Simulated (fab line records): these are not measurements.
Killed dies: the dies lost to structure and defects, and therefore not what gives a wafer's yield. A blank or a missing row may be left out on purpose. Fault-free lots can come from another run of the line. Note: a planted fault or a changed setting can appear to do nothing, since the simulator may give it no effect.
fab line records	flow sky130
[record] lots = 12	wafers = 36	lastDay = 50
route steps=708 shown VT_ADJUST_LVTN@117 VIA4@650 METAL5@661 PAD_OPEN@702
lots that met no fault: taken from a fault-free run of the same line
startH: the number of hours between the record's first day and the start of the first shown wafer of the lot	waitH: time in hours since the lot's previous step	" unchanged from the row above	L1.1+2: a single row standing in for several wafers	- no value, or no start was given	* or withheld: withheld	< > ~ a bound
route shown NAME@n: names a module that has steps shown in the file, with the first one's number in the route	usual: average and standard deviation across the fault-free wafers	same: alike in all rows	chamber/n: place in a boat	sites: each site's reading	_std_site: their standard deviation	_edge_site: inner sites' mean taken away from outer sites' mean	radiusMm: how far each site lies from the wafer's centre	mask NAME#n: copy n	behind: the tool/chamber that last shaped the wafer	hold: the reason the lot was held/the length of the hold in hours/how it ended	device: the transistor (n, p or np) that didn't switch	end of line: tests of these same wafers at the route's end	step lacking rows: just its recipe	killed: dies lost to structure and defects at the first sort, not the wafer's yield	map: per-die view of a wafer (x killed, . not killed, _ where there is no die)
set.NAME: the run value of the setting; set.NAME@STEP: its run value at that earlier step	model.NAME: the simulator's own value behind a step, which no gauge read
one table for each step of the route and one row for each wafer, over a sample of lots
services: the hour from which a tool's chamber was out of use, counted from the record's first day as startH (under 0 if before that day), plus the number of hours and why
[[steps]]
[step SKY_VT_ADJUST_LVTN_STRIP_20]
[recipe] chemistry = O2/N2	powerW = 1400	pressureMtorr = 1500	platenTempC = withheld	o2FlowSccm = 3000	n2FlowSccm = 300	overashFraction = 0.5
[usual] drypumpMotorCurrentA = 5.9/0.44	n2FlowSccm = 299.8/0.92	oesProductAu = 0.715/0.0048	stripTimeToEndpointS = 14.19/0.039
lot.wafer	tool	chamber	startH	waitH	drypumpMotorCurrentA	n2FlowSccm	oesProductAu	rfHoursCounterH	stripTimeToEndpointS
L732.2	plasmaAsher-03	1	160.87	0.1	5.5	299.5	0.713	31	14.20
L732.3	"	1	"	"	5.6	299.5	0.722	-	14.19
L732.6	"	1	"	"	5.6	299.6	0.708	-	14.15
L733.3	plasmaAsher-03	0	169.40	0.1	6.6	300.3	0.717	-	14.10
L733.5	"	1	"	"	5.5	300.2	0.715	-	14.17
L733.6	"	0	"	"	6.6	300.8	0.713	-	14.17
L734.1	plasmaAsher-04	1	176.67	0.1	6.2	299.4	0.714	49	14.20
L734.3	"	0	"	"	5.9	298.2	0.710	-	14.23
L734.4	"	1	"	"	6.2	301.2	0.706	-	14.17
L735.2	plasmaAsher-01	0	180.92	0.1	5.3	299.4	0.720	51	14.19
L735.4	"	1	"	"	5.6	299.3	0.715	-	14.20
L735.6	"	0	"	"	5.3	299.4	0.711	-	14.17
L737.2	plasmaAsher-03	0	193.27	0.1	6.6	300.1	0.721	34	14.24
L737.3	"	1	"	"	5.5	298.7	0.717	-	14.24
L737.6	"	0	"	"	6.7	300.9	0.712	-	14.24
L740.2	plasmaAsher-01	0	211.57	0.1	5.3	300.2	0.713	54	14.22
L740.3	"	1	"	"	5.6	299.5	0.713	-	14.22
L740.5	"	1	"	"	5.6	299.4	0.713	-	14.19
L741.2	plasmaAsher-03	0	216.81	0.1	6.7	301.1	0.718	37	14.15
L741.3	"	0	"	"	6.7	301.0	0.718	-	14.13
L741.4	"	1	"	"	5.5	298.7	0.717	-	14.13
L748.1	plasmaAsher-03	1	267.42	0.1	5.5	300.0	0.711	42	14.15
L748.2	"	0	"	"	6.7	301.1	0.718	42	14.14
L748.4	"	1	"	"	5.5	300.5	0.716	-	14.14
L749.2	plasmaAsher-03	1	277.31	0.1	5.5	298.1	0.721	43	14.21
L749.4	"	0	"	"	6.6	300.5	0.712	-	14.21
L749.6	"	1	"	"	5.5	298.5	0.713	-	14.20
L750.2	plasmaAsher-04	0	281.87	0.1	5.9	298.4	0.715	60	14.21
L750.4	"	1	"	"	6.2	299.5	0.712	-	14.21
L750.6	"	1	"	"	6.2	299.6	0.719	-	14.20
L753.1	plasmaAsher-03	0	309.66	0.1	6.6	300.4	0.719	47	14.23
L753.4	"	1	"	"	5.5	301.0	0.720	-	14.19
L753.5	"	0	"	"	6.6	299.6	0.716	-	14.23
L755.2	plasmaAsher-04	1	315.16	0.1	6.2	299.9	0.706	64	14.20
L755.4	"	0	"	"	5.9	299.2	0.708	-	14.19
L755.5	"	1	"	"	6.2	301.4	0.708	-	14.15
[step SKY_VIA4_OVL_MEAS_11]
[usual] VIA4_OVL = -0.1/1.2
lot.wafer	tool	chamber	startH	waitH	VIA4_OVL[nm]
L732.2	overlay-01	-	1003.93	0.1	-1.7
L732.3	"	-	"	"	-0.2
L732.6	"	-	"	"	0.6
L733.3	overlay-01	-	1012.44	0.1	0.3
L733.5	"	-	"	"	2.5
L733.6	"	-	"	"	0.8
L734.1	overlay-02	-	1020.43	0.1	-0.4
L734.3	"	-	"	"	-0.7
L734.4	"	-	"	"	-0.3
L735.2	overlay-01	-	1029.19	0.1	0.1
L735.4	"	-	"	"	-0.3
L735.6	"	-	"	"	-1.1
L737.2	overlay-02	-	1029.49	0.1	-1.8
L737.3	"	-	"	"	-2.4
L737.6	"	-	"	"	-1.1
L740.2	overlay-01	-	1057.54	0.1	0.7
L740.3	"	-	"	"	2.0
L740.5	"	-	"	"	0.5
L741.2	overlay-01	-	1061.56	0.1	-0.8
L741.3	"	-	"	"	0.6
L741.4	"	-	"	"	0.8
L748.1	overlay-02	-	1101.63	0.1	-0.7
L748.2	"	-	"	"	-0.7
L748.4	"	-	"	"	-1.6
L749.2	overlay-01	-	1113.19	0.1	-0.6
L749.4	"	-	"	"	2.0
L749.6	"	-	"	"	-0.7
L750.2	overlay-02	-	1118.26	0.1	0.8
L750.4	"	-	"	"	-0.4
L750.6	"	-	"	"	1.4
L753.1	overlay-02	-	1134.53	0.1	0.0
L753.4	"	-	"	"	0.2
L753.5	"	-	"	"	0.0
L755.2	overlay-02	-	1139.49	0.1	0.4
L755.4	"	-	"	"	0.1
L755.5	"	-	"	"	0.2
[step SKY_METAL5_SPUTTER_00]
[recipe] material = Ti	targetThkNm = 15	powerW = 3000	timeS = 10	chamberPressurePa = 0.4
[usual] throttleValvePct = 29.5/0.87
lot.wafer	tool	chamber	startH	waitH	throttleValvePct
L732.2	pvdSputter-02	-	1005.32	0.1	29.6
L732.3	"	-	"	"	28.2
L732.6	"	-	"	"	29.8
L733.3	pvdSputter-03	-	1013.83	0.1	30.3
L733.5	"	-	"	"	29.6
L733.6	"	-	"	"	31.5
L734.1	pvdSputter-03	-	1021.95	0.1	29.4
L734.3	"	-	"	"	30.4
L734.4	"	-	"	"	29.7
L735.2	pvdSputter-01	-	1030.87	0.2	28.3
L735.4	"	-	"	"	29.5
L735.6	"	-	"	"	30.4
L737.2	pvdSputter-03	-	1031.08	0.1	31.7
L737.3	"	-	"	"	30.2
L737.6	"	-	"	"	30.2
L740.2	pvdSputter-01	-	1059.37	0.2	29.8
L740.3	"	-	"	"	28.4
L740.5	"	-	"	"	30.3
L741.2	pvdSputter-01	-	1063.00	0.2	28.6
L741.3	"	-	"	"	30.5
L741.4	"	-	"	"	29.7
L748.1	pvdSputter-02	-	1103.03	0.2	29.4
L748.2	"	-	"	"	28.7
L748.4	"	-	"	"	29.8
L749.2	pvdSputter-02	-	1114.58	0.1	28.1
L749.4	"	-	"	"	28.6
L749.6	"	-	"	"	28.1
L750.2	pvdSputter-01	-	1119.86	0.2	30.6
L750.4	"	-	"	"	29.6
L750.6	"	-	"	"	29.6
L753.1	pvdSputter-02	-	1135.93	0.2	29.5
L753.4	"	-	"	"	28.2
L753.5	"	-	"	"	28.7
L755.2	pvdSputter-02	-	1140.92	0.1	29.9
L755.4	"	-	"	"	29.6
L755.5	"	-	"	"	29.5
[step SKY_PAD_OPEN_STRIP_08]
[recipe] chemistry = O2/N2	powerW = 1400	pressureMtorr = 1500	platenTempC = withheld	overashFraction = 0.7	o2FlowSccm = 3000	n2FlowSccm = 300
[usual] drypumpMotorCurrentA = 5.8/0.46	n2FlowSccm = 300.1/0.88	oesProductAu = 0.663/0.0043	stripTimeToEndpointS = 37.06/0.12
lot.wafer	tool	chamber	startH	waitH	drypumpMotorCurrentA	n2FlowSccm	oesProductAu	rfHoursCounterH	stripTimeToEndpointS
L732.2	plasmaAsher-03	0	1072.21	0.1	6.7	300.6	0.659	1	37.02
L732.3	"	1	"	"	5.5	300.1	0.665	-	36.98
L732.6	"	1	"	"	5.5	299.9	0.661	-	37.18
L733.3	plasmaAsher-01	1	1080.64	0.1	5.6	300.7	0.666	-	37.00
L733.5	"	0	"	"	5.3	299.8	0.669	-	36.95
L733.6	"	1	"	"	5.6	299.4	0.661	-	37.02
L734.1	plasmaAsher-04	0	1088.56	0.1	5.9	299.0	0.661	35	37.05
L734.3	"	0	"	"	5.9	297.1	0.659	-	37.00
L734.4	"	1	"	"	6.2	299.5	0.674	-	36.98
L735.2	plasmaAsher-04	0	1094.94	0.1	5.9	299.3	0.665	35	37.11
L735.4	"	0	"	"	5.9	300.4	0.670	-	37.13
L735.6	"	1	"	"	6.2	301.3	0.651	-	37.10
L737.2	plasmaAsher-01	1	1096.14	0.1	5.6	301.6	0.670	67	37.23
L737.3	"	0	"	"	5.2	298.1	0.659	-	37.18
L737.6	"	0	"	"	5.3	298.8	0.663	-	37.14
L740.2	plasmaAsher-01	0	1121.19	0.1	5.3	300.1	0.664	70	37.08
L740.3	"	1	"	"	5.6	299.5	0.667	-	37.11
L740.5	"	1	"	"	5.6	300.0	0.665	-	36.95
L741.2	plasmaAsher-03	0	1124.71	0.1	6.7	300.0	0.671	6	36.99
L741.3	"	1	"	"	5.5	301.4	0.660	-	37.10
L741.4	"	0	"	"	6.7	300.8	0.660	-	37.08
L748.1	plasmaAsher-01	1	1159.76	0.1	5.6	301.0	0.665	73	36.96
L748.2	"	0	"	"	5.2	300.0	0.657	73	36.87
L748.4	"	0	"	"	5.3	299.5	0.666	-	37.04
L749.2	plasmaAsher-03	1	1170.14	0.1	5.5	300.7	0.662	10	36.92
L749.4	"	1	"	"	5.5	300.8	0.668	-	37.01
L749.6	"	1	"	"	5.5	300.7	0.664	-	37.01
L750.2	plasmaAsher-04	0	1175.14	0.1	5.9	300.4	0.661	43	37.21
L750.4	"	0	"	"	5.9	300.9	0.671	-	36.97
L750.6	"	1	"	"	6.2	300.5	0.662	-	37.13
L753.1	plasmaAsher-01	0	1188.41	0.1	5.3	300.4	0.657	76	37.07
L753.4	"	1	"	"	5.6	300.4	0.667	-	37.23
L753.5	"	1	"	"	5.6	300.6	0.664	-	37.21
L755.2	plasmaAsher-04	1	1192.59	0.1	6.2	300.9	0.658	45	37.18
L755.4	"	1	"	"	6.2	299.3	0.660	-	37.25
L755.5	"	0	"	"	5.9	300.5	0.664	-	37.23
[step SKY_PAD_OPEN_PROBE_99]
[usual] killed_at_M0_to_M3 = 43/7	killed_at_M4_up = 3.1/2	killedAtContacts = 24/5.3	killedAtFrontEnd = 15/4.2	killedAtOther = 0.4/0.66	killedDies = 86/9.5	killedOpen = 47/7.4	killedShort = 38/6.2
[same] grossDies = 492	killedAtBackSide = 0
lot.wafer	tool	chamber	startH	waitH	hold	killed_at_M0_to_M3	killed_at_M4_up	killedAtContacts	killedAtFrontEnd	killedAtOther	killedDies	killedOpen	killedShort
L732.2	prober-01	-	1074.82	0.1	-	44	7	27	9	0	87	41	46
L732.3	prober-01	-	1074.87	0.2	-	45	6	23	12	0	86	48	38
L732.6	prober-01	-	1075.02	0.2	-	45	2	19	14	0	80	54	26
L733.3	prober-02	-	1083.01	0.2	-	37	6	20	14	0	77	42	35
L733.5	prober-02	-	1083.11	0.2	-	40	3	22	26	0	91	46	45
L733.6	prober-02	-	1083.16	0.2	-	43	7	20	12	0	82	37	44
L734.1	prober-01	-	1090.78	0.1	-	42	3	23	16	0	84	44	39
L734.3	prober-01	-	1090.88	0.2	-	55	1	34	13	0	103	57	46
L734.4	prober-01	-	1090.93	0.2	-	48	2	20	11	0	81	50	31
L735.2	prober-02	-	1097.20	0.1	-	32	3	30	18	0	83	39	44
L735.4	prober-02	-	1097.30	0.2	-	40	1	15	17	1	74	39	33
L735.6	prober-02	-	1097.40	0.2	-	49	1	12	13	1	76	37	38
L737.2	prober-01	-	1098.44	0.1	-	39	3	36	14	0	92	50	42
L737.3	prober-01	-	1098.49	0.2	-	52	1	33	19	0	105	50	55
L737.6	prober-01	-	1098.64	0.2	-	41	2	21	11	0	75	44	31
L740.2	prober-01	-	1123.49	0.1	-	37	3	25	14	0	79	43	36
L740.3	prober-01	-	1123.54	0.2	-	37	2	24	23	0	86	42	44
L740.5	prober-01	-	1123.64	0.2	-	45	4	27	11	0	87	51	36
L741.2	prober-02	-	1126.98	0.1	-	41	8	22	9	0	80	45	35
L741.3	prober-02	-	1127.03	0.2	-	41	3	21	9	0	74	42	32
L741.4	prober-02	-	1127.08	0.2	-	36	4	25	11	1	77	46	31
L748.1	prober-02	-	1162.03	0.1	-	45	2	26	11	2	86	47	37
L748.2	prober-02	-	1162.08	0.1	-	42	3	22	16	3	86	43	41
L748.4	prober-02	-	1162.18	0.2	-	55	5	40	22	1	123	75	47
L749.2	prober-01	-	1172.40	0.1	awaitDispo/1.8h/release	52	3	19	51	0	125	48	38
L749.4	prober-01	-	1172.50	0.2	awaitDispo/1.8h/release	42	3	18	46	0	109	35	41
L749.6	prober-01	-	1172.60	0.2	awaitDispo/1.8h/release	34	1	25	58	0	118	48	28
L750.2	prober-02	-	1177.40	0.1	-	42	3	33	17	0	95	52	42
L750.4	prober-02	-	1177.50	0.2	-	57	3	18	11	1	90	47	43
L750.6	prober-02	-	1177.60	0.2	-	40	2	17	17	0	76	33	40
L753.1	prober-01	-	1190.68	0.1	awaitDispo/2.7h/release	44	2	10	46	2	104	46	29
L753.4	prober-01	-	1190.83	0.2	awaitDispo/2.7h/release	39	1	26	54	1	121	45	36
L753.5	prober-01	-	1190.88	0.2	awaitDispo/2.7h/release	36	4	23	37	0	100	45	32
L755.2	prober-01	-	1194.86	0.1	-	38	1	27	9	0	75	38	37
L755.4	prober-01	-	1194.96	0.2	-	37	1	28	12	3	81	40	40
L755.5	prober-01	-	1195.01	0.2	-	35	4	17	13	1	70	30	38
// killed by level:class
L732.2 CONTACT:geometricParticle:open=11 CONTACT:geometricParticle:short=8 METAL1:geometricParticle:short=7 VIA1:geometricParticle:open=7 VIA2:geometricParticle:open=7 LI_CONTACT:geometricParticle:open=6 METAL2:geometricParticle:short=6 VIA1:geometricParticle:short=5
L732.3 LI_CONTACT:geometricParticle:open=10 VIA1:geometricParticle:open=8 METAL4:geometricParticle:short=6 VIA3:geometricParticle:open=6 LI_CONTACT:geometricParticle:short=5 METAL1:geometricParticle:open=5 METAL2:geometricParticle:short=5 VIA2:geometricParticle:open=5
L732.6 VIA1:geometricParticle:open=15 CONTACT:geometricParticle:open=9 VIA2:geometricParticle:open=9 LI_CONTACT:geometricParticle:open=7 FIELD_ISO:geometricParticle:open=5 METAL2:geometricParticle:short=5 FIELD_ISO:geometricParticle:short=4 METAL3:geometricParticle:short=3
L733.3 VIA1:geometricParticle:open=10 CONTACT:geometricParticle:open=9 VIA3:geometricParticle:open=7 CONTACT:geometricParticle:short=7 METAL2:geometricParticle:short=6 POLY_GATE:geometricParticle:short=4 METAL4:geometricParticle:short=4 VIA1:geometricParticle:short=4
L733.5 VIA1:geometricParticle:open=11 POLY_GATE:geometricParticle:short=7 LI_CONTACT:geometricParticle:open=7 CONTACT:geometricParticle:open=7 FIELD_ISO:geometricParticle:short=6 METAL1:geometricParticle:short=5 VIA2:geometricParticle:open=5 FIELD_ISO:geometricParticle:open=4
L733.6 LI_CONTACT:geometricParticle:open=6 METAL1:geometricParticle:short=6 VIA3:geometricParticle:open=6 LOCAL_INTERCONNECT:geometricParticle:short=5 METAL2:geometricParticle:short=5 VIA2:geometricParticle:open=5 VIA2:geometricParticle:short=5 FIELD_ISO:geometricParticle:short=4
L734.1 VIA1:geometricParticle:open=10 CONTACT:geometricParticle:open=8 LI_CONTACT:geometricParticle:open=6 VIA1:geometricParticle:short=6 VIA2:geometricParticle:open=5 FIELD_ISO:geometricParticle:open=4 CONTACT:geometricParticle:short=4 FIELD_ISO:geometricParticle:short=3
L734.3 VIA1:geometricParticle:open=16 CONTACT:geometricParticle:open=14 VIA3:geometricParticle:open=9 LI_CONTACT:geometricParticle:short=7 LI_CONTACT:geometricParticle:open=7 METAL3:geometricParticle:short=7 VIA1:geometricParticle:short=6 FIELD_ISO:geometricParticle:short=5
L734.4 VIA1:geometricParticle:open=16 CONTACT:geometricParticle:open=6 METAL1:geometricParticle:short=6 VIA3:geometricParticle:open=6 LOCAL_INTERCONNECT:geometricParticle:short=5 VIA2:geometricParticle:open=5 METAL3:geometricParticle:short=5 FIELD_ISO:geometricParticle:open=4
L735.2 CONTACT:geometricParticle:open=9 METAL1:geometricParticle:short=8 VIA1:geometricParticle:open=7 CONTACT:geometricParticle:short=6 FIELD_ISO:geometricParticle:open=5 LI_CONTACT:geometricParticle:open=5 METAL2:geometricParticle:short=5 LOCAL_INTERCONNECT:geometricParticle:short=5
L735.4 VIA1:geometricParticle:open=10 METAL1:geometricParticle:short=6 LI_CONTACT:geometricParticle:open=5 METAL2:geometricParticle:short=5 POLY_GATE:geometricParticle:open=4 FIELD_ISO:geometricParticle:open=4 POLY_GATE:geometricParticle:short=4 CONTACT:geometricParticle:open=4
L735.6 VIA3:geometricParticle:open=8 METAL2:geometricParticle:short=7 VIA1:geometricParticle:open=6 VIA2:geometricParticle:open=6 VIA2:geometricParticle:short=5 FIELD_ISO:geometricParticle:open=4 METAL1:geometricParticle:short=4 VIA1:geometricParticle:short=4
L737.2 LI_CONTACT:geometricParticle:open=14 CONTACT:geometricParticle:short=9 CONTACT:geometricParticle:open=9 VIA2:geometricParticle:open=8 VIA1:geometricParticle:open=7 VIA1:geometricParticle:short=5 FIELD_ISO:geometricParticle:short=4 POLY_GATE:geometricParticle:short=4
L737.3 VIA1:geometricParticle:short=12 VIA1:geometricParticle:open=12 POLY_GATE:geometricParticle:open=8 LI_CONTACT:geometricParticle:open=8 CONTACT:geometricParticle:short=8 CONTACT:geometricParticle:open=8 METAL2:geometricParticle:short=6 FIELD_ISO:geometricParticle:short=5
L737.6 CONTACT:geometricParticle:open=10 VIA1:geometricParticle:short=9 VIA1:geometricParticle:open=8 LI_CONTACT:geometricParticle:open=6 POLY_GATE:geometricParticle:open=5 VIA2:geometricParticle:open=5 VIA3:geometricParticle:open=4 CONTACT:geometricParticle:short=4
L740.2 CONTACT:geometricParticle:open=8 VIA1:geometricParticle:open=8 LI_CONTACT:geometricParticle:open=7 METAL1:geometricParticle:short=6 METAL3:geometricParticle:short=5 VIA3:geometricParticle:open=5 VIA2:geometricParticle:open=4 POLY_GATE:geometricParticle:open=4
L740.3 CONTACT:geometricParticle:open=10 FIELD_ISO:geometricParticle:short=8 METAL1:geometricParticle:short=8 FIELD_ISO:geometricParticle:open=7 LI_CONTACT:geometricParticle:open=7 VIA2:geometricParticle:open=6 VIA1:geometricParticle:open=5 METAL2:geometricParticle:short=5
L740.5 VIA1:geometricParticle:open=12 CONTACT:geometricParticle:open=10 VIA2:geometricParticle:open=6 LI_CONTACT:geometricParticle:open=5 CONTACT:geometricParticle:short=5 VIA3:geometricParticle:open=4 METAL1:geometricParticle:short=4 METAL3:geometricParticle:short=4
L741.2 CONTACT:geometricParticle:open=11 METAL2:geometricParticle:short=9 VIA1:geometricParticle:open=7 LI_CONTACT:geometricParticle:open=6 VIA2:geometricParticle:short=6 METAL4:geometricParticle:short=5 VIA2:geometricParticle:open=5 VIA3:geometricParticle:short=5
L741.3 CONTACT:geometricParticle:open=11 VIA1:geometricParticle:open=9 VIA1:geometricParticle:short=7 LI_CONTACT:geometricParticle:open=6 VIA3:geometricParticle:open=5 METAL2:geometricParticle:short=5 VIA2:geometricParticle:open=4 LOCAL_INTERCONNECT:geometricParticle:short=3
L741.4 LI_CONTACT:geometricParticle:open=11 VIA2:geometricParticle:open=10 CONTACT:geometricParticle:open=9 METAL2:geometricParticle:short=7 VIA1:geometricParticle:open=5 FIELD_ISO:geometricParticle:short=4 METAL4:geometricParticle:short=4 LOCAL_INTERCONNECT:geometricParticle:short=4
L748.1 VIA1:geometricParticle:open=11 VIA2:geometricParticle:open=10 CONTACT:geometricParticle:open=10 METAL2:geometricParticle:short=6 LI_CONTACT:geometricParticle:open=6 FIELD_ISO:geometricParticle:open=5 METAL3:geometricParticle:short=5 LOCAL_INTERCONNECT:geometricParticle:short=4
L748.2 CONTACT:geometricParticle:open=12 VIA2:geometricParticle:open=9 VIA1:geometricParticle:open=8 LI_CONTACT:geometricParticle:open=5 METAL1:geometricParticle:short=5 METAL2:geometricParticle:short=5 VIA1:geometricParticle:short=4 VIA2:geometricParticle:short=4
L748.4 LI_CONTACT:geometricParticle:open=12 CONTACT:geometricParticle:open=12 VIA1:geometricParticle:open=11 VIA2:geometricParticle:open=11 FIELD_ISO:geometricParticle:open=8 CONTACT:geometricParticle:short=7 VIA3:geometricParticle:open=7 METAL2:geometricParticle:short=7
L749.2 VT_ADJUST_LVTN:unspecified=38 VIA1:geometricParticle:open=19 CONTACT:geometricParticle:open=8 VIA2:geometricParticle:open=7 VIA3:geometricParticle:open=6 METAL2:geometricParticle:short=6 METAL1:geometricParticle:short=5 POLY_GATE:geometricParticle:short=4
L749.4 VT_ADJUST_LVTN:unspecified=33 METAL1:geometricParticle:short=11 CONTACT:geometricParticle:short=7 VIA1:geometricParticle:open=7 VIA3:geometricParticle:open=5 METAL2:geometricParticle:short=5 FIELD_ISO:geometricParticle:short=4 VIA2:geometricParticle:open=4
L749.6 VT_ADJUST_LVTN:unspecified=42 CONTACT:geometricParticle:open=13 VIA1:geometricParticle:open=11 VIA2:geometricParticle:open=8 FIELD_ISO:geometricParticle:open=4 POLY_GATE:geometricParticle:open=4 LOCAL_INTERCONNECT:geometricParticle:short=4 METAL1:geometricParticle:short=4
L750.2 LI_CONTACT:geometricParticle:open=17 VIA2:geometricParticle:open=10 CONTACT:geometricParticle:short=7 VIA3:geometricParticle:open=6 FIELD_ISO:geometricParticle:short=5 POLY_GATE:geometricParticle:short=5 VIA1:geometricParticle:short=5 VIA1:geometricParticle:open=5
L750.4 VIA1:geometricParticle:open=10 METAL2:geometricParticle:short=8 METAL3:geometricParticle:short=8 VIA3:geometricParticle:open=7 LI_CONTACT:geometricParticle:open=6 CONTACT:geometricParticle:open=6 METAL1:geometricParticle:short=6 VIA2:geometricParticle:open=5
L750.6 VIA1:geometricParticle:short=8 METAL1:geometricParticle:short=6 VIA1:geometricParticle:open=6 CONTACT:geometricParticle:short=5 CONTACT:geometricParticle:open=5 VIA2:geometricParticle:open=5 POLY_GATE:geometricParticle:short=4 POLY_GATE:geometricParticle:open=4
L753.1 VT_ADJUST_LVTN:unspecified=27 VIA1:geometricParticle:open=14 FIELD_ISO:geometricParticle:open=9 VIA1:geometricParticle:short=9 VIA2:geometricParticle:open=8 POLY_GATE:geometricParticle:open=5 VIA3:geometricParticle:short=4 LI_CONTACT:geometricParticle:short=3
L753.4 VT_ADJUST_LVTN:unspecified=40 CONTACT:geometricParticle:open=11 VIA1:geometricParticle:open=11 VIA3:geometricParticle:open=7 CONTACT:geometricParticle:short=6 VIA2:geometricParticle:open=6 POLY_GATE:geometricParticle:open=4 VIA1:geometricParticle:short=4
L753.5 VT_ADJUST_LVTN:unspecified=23 CONTACT:geometricParticle:open=11 VIA1:geometricParticle:open=10 METAL1:geometricParticle:short=8 FIELD_ISO:geometricParticle:open=6 LI_CONTACT:geometricParticle:open=4 VIA3:geometricParticle:open=4 VIA2:geometricParticle:open=4
L755.2 VIA1:geometricParticle:short=9 CONTACT:geometricParticle:short=7 CONTACT:geometricParticle:open=7 VIA1:geometricParticle:open=6 VIA2:geometricParticle:open=5 LI_CONTACT:geometricParticle:open=5 VIA3:geometricParticle:open=5 METAL2:geometricParticle:short=5
L755.4 VIA1:geometricParticle:open=10 LI_CONTACT:geometricParticle:short=7 CONTACT:geometricParticle:open=7 VIA3:geometricParticle:open=6 LI_CONTACT:geometricParticle:open=5 POLY_GATE:geometricParticle:open=4 METAL1:geometricParticle:short=4 LOCAL_INTERCONNECT:geometricParticle:short=4
L755.5 CONTACT:geometricParticle:open=9 VIA3:geometricParticle:short=7 FIELD_ISO:geometricParticle:short=5 METAL2:geometricParticle:short=5 METAL3:geometricParticle:short=5 POLY_GATE:geometricParticle:open=4 VIA3:geometricParticle:open=4 LI_CONTACT:geometricParticle:short=3
[[services]]
tool	chamber	startH	hours	kind
plasmaAsher-04	-	221.33	4.1	repair
plasmaAsher-01	-	257.98	5.9	repair
plasmaAsher-01	-	263.85	15.6	pm
plasmaAsher-01	-	281.63	3.3	repair
plasmaAsher-03	-	298.33	0.4	repair
plasmaAsher-03	-	300.21	1.9	repair
plasmaAsher-01	-	321.14	3.2	repair
plasmaAsher-04	-	324.07	2.8	pm
plasmaAsher-03	-	376.92	0.8	repair
plasmaAsher-03	-	379.36	1.3	repair
plasmaAsher-01	-	421.25	9.0	pm
plasmaAsher-04	-	459.88	1.3	repair
plasmaAsher-01	-	480.96	14.6	pm
plasmaAsher-04	-	512.98	0.6	repair
plasmaAsher-03	-	569.07	1.4	repair
plasmaAsher-03	-	625.50	5.5	repair
plasmaAsher-03	-	630.99	2.8	pm
plasmaAsher-01	-	669.85	1.6	repair
plasmaAsher-04	-	733.75	9.0	pm
plasmaAsher-03	-	809.57	1.3	repair
plasmaAsher-04	-	817.18	5.9	repair
plasmaAsher-01	-	818.40	0.4	repair
plasmaAsher-03	-	898.01	3.7	repair
plasmaAsher-03	-	1055.25	9.0	pm
[[key]]
[firstSign] step = SKY_PAD_OPEN_PROBE_99	reading = killedAtFrontEnd	direction = up	sigmas = 7.8	usual = 15	struck = 49
[effect] step = SKY_PAD_OPEN_PROBE_99	reading = killedDies	direction = up	sigmas = 2.9	usual = 86	struck = 113
metAt SKY_VT_ADJUST_LVTN_STRIP_20
struckLots L749,L753
testerLeftOut L749,L753
notActingAt SKY_VIA4_OVL_MEAS_11,SKY_METAL5_SPUTTER_00,SKY_PAD_OPEN_STRIP_08
onsetBetween 267.42 277.31
[fault] kind = chamberParticleSource	tool = plasmaAsher-03	chamber = -	onsetH = 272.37	steps = SKY_VT_ADJUST_LVTN_STRIP_20	ratePerVisitCm2 = 0.57394	endH = 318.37
// testerLeftOut: of these lots the tester's yield and bins aren't shown, on N5 and GAA mostly nor the transistor test; their killed dies are dies lost to structure and defects alone, not to doping, threshold or leakage, so they don't give the yield
